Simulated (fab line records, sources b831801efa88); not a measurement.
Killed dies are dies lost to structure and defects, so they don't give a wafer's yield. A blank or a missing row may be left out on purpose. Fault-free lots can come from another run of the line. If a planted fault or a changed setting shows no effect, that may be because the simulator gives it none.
Which of the tools did it?	flow sky130	11 lots with 33 wafers sampled at 5 steps, on a route of 708 steps

## WHAT EACH GAUGE READ, for each wafer
Not one reading of a measure or inspect step in the record can be checked against a usual standard deviation.

## TOOL THAT RAN EACH LOT (tool first, then ch and the chambers of the sampled wafers, then the start)
lot	SKY_METAL2_SPUTTER_04	SKY_METAL5_SPUTTER_01	SKY_METAL5_DESCUM_14	SKY_PAD_OPEN_STRIP_08	SKY_PAD_OPEN_PROBE_99
L138	pvd-sputter-03, day 34 09:58	pvd-sputter-02, day 43 07:58	rie-metal-04 ch 0,1, day 44 06:30	plasma-asher-02 ch 0,1, day 46 03:50	-
L141	pvd-sputter-03, day 35 20:07	pvd-sputter-02, day 44 11:55	rie-metal-02 ch 0,1, day 45 10:29	plasma-asher-04 ch 1, day 47 06:53	-
L142	pvd-sputter-04, day 36 04:34	pvd-sputter-02, day 44 21:51	rie-metal-03 ch 0, day 45 19:00	plasma-asher-03 ch 0,1, day 47 12:51	-
L144	pvd-sputter-03, day 36 11:11	pvd-sputter-02, day 45 00:38	rie-metal-02 ch 0,1, day 45 22:01	plasma-asher-02 ch 0,1, day 47 17:14	-
L145	pvd-sputter-03, day 36 23:34	pvd-sputter-03, day 45 10:49	rie-metal-04 ch 0,1, day 46 07:49	plasma-asher-02 ch 0,1, day 48 01:44	-
L146	pvd-sputter-04, day 37 04:41	pvd-sputter-03, day 45 16:08	rie-metal-04 ch 0,1, day 46 13:21	plasma-asher-04 ch 0, day 48 06:05	-
L147	pvd-sputter-04, day 37 18:37	pvd-sputter-04, day 46 06:10	rie-metal-04 ch 0,1, day 47 02:18	plasma-asher-04 ch 0,1, day 48 18:27	-
L149	pvd-sputter-04, day 38 05:52	pvd-sputter-03, day 46 13:13	rie-metal-03 ch 0,1, day 47 09:54	plasma-asher-03 ch 0,1, day 49 01:20	prober-01, day 49 03:34
L152	pvd-sputter-03, day 39 06:51	pvd-sputter-02, day 47 08:16	rie-metal-02 ch 0,1, day 48 04:00	plasma-asher-03 ch 0,1, day 49 19:09	prober-02, day 49 21:31
L153	pvd-sputter-03, day 39 11:55	pvd-sputter-03, day 47 12:47	rie-metal-03 ch 0,1, day 48 06:48	plasma-asher-03 ch 0,1, day 49 20:27	prober-02, day 49 22:43
L160	pvd-sputter-04, day 41 03:45	pvd-sputter-04, day 49 00:55	rie-metal-04 ch 0,1, day 49 18:53	plasma-asher-03 ch 0,1, day 51 04:05	-
- SKY_METAL2_SPUTTER_04: material TiN, target thk 70 nm, time 60.39 s.
- SKY_METAL5_SPUTTER_01: material TiN, target thk 20 nm, time 16.7 s.
- SKY_METAL5_DESCUM_14: chemistry O2, time 11 s.
- SKY_PAD_OPEN_STRIP_08: strips in O2/N2.
- SKY_PAD_OPEN_PROBE_99

## WHAT THE TOOLS THEMSELVES READ (means of the sampled wafers that have a number; where no wafer has one, the mark that the record gives instead)
SKY_METAL2_SPUTTER_04. Usual: throttle-valve-pct 29.7 %, standard deviation 0.59.
lot	tool	throttle-valve-pct (%)	flag
L138	pvd-sputter-03	29.6	
L141	pvd-sputter-03	30.1	
L142	pvd-sputter-04	29.4	
L144	pvd-sputter-03	30.2	
L145	pvd-sputter-03	30.0	
L146	pvd-sputter-04	29.3	
L147	pvd-sputter-04	29.3	
L149	pvd-sputter-04	29.5	
L152	pvd-sputter-03	30.1	
L153	pvd-sputter-03	29.8	
L160	pvd-sputter-04	29.4	

SKY_METAL5_SPUTTER_01. Usual: throttle-valve-pct 30.1 %, standard deviation 0.61.
lot	tool	throttle-valve-pct (%)	flag
L138	pvd-sputter-02	30.5	
L141	pvd-sputter-02	30.5	
L142	pvd-sputter-02	30.3	
L144	pvd-sputter-02	30.6	
L145	pvd-sputter-03	29.7	
L146	pvd-sputter-03	30.3	
L147	pvd-sputter-04	29.4	
L149	pvd-sputter-03	30.4	
L152	pvd-sputter-02	30.4	
L153	pvd-sputter-03	30.5	
L160	pvd-sputter-04	29.3	

SKY_METAL5_DESCUM_14. Usual: chamber-pressure-mTorr 10.000 mTorr, standard deviation 0.0094; drypump-motor-current-A 5.6 A, standard deviation 0.55; oes-product-au 0.994 a.u., standard deviation 0.016.
lot	tool	chamber-pressure-mTorr (mTorr)	drypump-motor-current-A (A)	oes-product-au (a.u.)	flag
L138	rie-metal-04	10.002	5.1	0.977	
L141	rie-metal-02	10.002	6.1	1.010	
L142	rie-metal-03	10.000	5.6	0.986	
L144	rie-metal-02	10.010	6.3	1.013	
L145	rie-metal-04	10.011	5.1	0.981	
L146	rie-metal-04	9.998	5.1	0.988	
L147	rie-metal-04	10.008	5.1	0.990	
L149	rie-metal-03	10.002	5.9	0.999	
L152	rie-metal-02	10.000	6.1	1.008	
L153	rie-metal-03	9.999	6.0	0.990	
L160	rie-metal-04	10.001	5.1	0.991	

SKY_PAD_OPEN_STRIP_08. Usual: chamber-pressure-mTorr 1499.7 mTorr, standard deviation 1.4; drypump-motor-current-A 5.7 A, standard deviation 0.32; oes-product-au 0.663 a.u., standard deviation 0.0048; strip-time-to-endpoint-s 37.07 s, standard deviation 0.1.
lot	tool	chamber-pressure-mTorr (mTorr)	drypump-motor-current-A (A)	oes-product-au (a.u.)	strip-time-to-endpoint-s (s)	flag
L138	plasma-asher-02	1500.6	5.7	0.664	37.07	
L141	plasma-asher-04	1500.5	5.7	0.662	36.99	
L142	plasma-asher-03	1501.0	5.7	0.662	37.05	
L144	plasma-asher-02	1500.4	5.8	0.661	37.04	
L145	plasma-asher-02	1499.6	5.7	0.659	36.97	
L146	plasma-asher-04	1499.3	6.0	0.664	37.09	
L147	plasma-asher-04	1499.7	5.9	0.667	37.14	
L149	plasma-asher-03	1500.4	5.3	0.663	37.13	
L152	plasma-asher-03	1499.7	5.4	0.662	36.92	
L153	plasma-asher-03	1499.8	5.4	0.661	37.14	
L160	plasma-asher-03	1498.9	5.7	0.660	37.15	

SKY_PAD_OPEN_PROBE_99. Usual: defect-limited-yield 82.4 %, standard deviation 1.9; killed_at_M0_to_M3 43, standard deviation 7.5; killed_at_M4_up 3.2, standard deviation 1.9; killed-at-contacts 24, standard deviation 4.9; killed-at-front-end 15, standard deviation 4.3; killed-at-other 0.4, standard deviation 0.72; killed-dies 86, standard deviation 9.1; killed-open 47, standard deviation 6.5; killed-short 39, standard deviation 6.5; sort_bin_3_pad_short 0.9 %, standard deviation 0.43; sort_bin_5_function 10.4 %, standard deviation 1.3; sort_bin_6_memory 6.3 %, standard deviation 1.2; sort-n-pass 406, standard deviation 9.1; sort-yield-pct 82.4 %, standard deviation 1.9.
lot	tool	defect-limited-yield (%)	killed_at_M0_to_M3	killed_at_M4_up	killed-at-contacts	killed-at-front-end	killed-at-other	killed-dies	killed-open	killed-short	sort_bin_3_pad_short (%)	sort_bin_5_function (%)	sort_bin_6_memory (%)	sort-n-pass	sort-yield-pct (%)	flag
L149	prober-01	83.9	43	3.7	19	13	0.3	79	47	31	0.4	10.4	5.4	413	83.9	
L152	prober-02	82.9	42	1.0	23	17	1.7	84	45	39	0.7	10.7	5.7	408	82.9	
L153	prober-02	80.8	59	2.7	17	16	0.0	94	43	33	1.3	12.2	5.6	398	80.8	

## THE ANSWER, worked out from the rows above alone
Rule: a lot is off if the mean of its wafers that have a number lies more than 3 standard deviations from the usual mean. Also off: a lot with no number at a reading for which 4 or more lots have one. Any other lot the step has rows for is counted as sound. The gauges are gone through in route order, then the tools' own readings, and for those a lot's mean is taken as printed above. At the first step where some lot is off, the reading lying furthest off is the one used; lots without a number count as furthest.
Nothing can be told from this: no lot is off at any reading shown.

## WHAT THE SIMULATOR HAD INSERTED
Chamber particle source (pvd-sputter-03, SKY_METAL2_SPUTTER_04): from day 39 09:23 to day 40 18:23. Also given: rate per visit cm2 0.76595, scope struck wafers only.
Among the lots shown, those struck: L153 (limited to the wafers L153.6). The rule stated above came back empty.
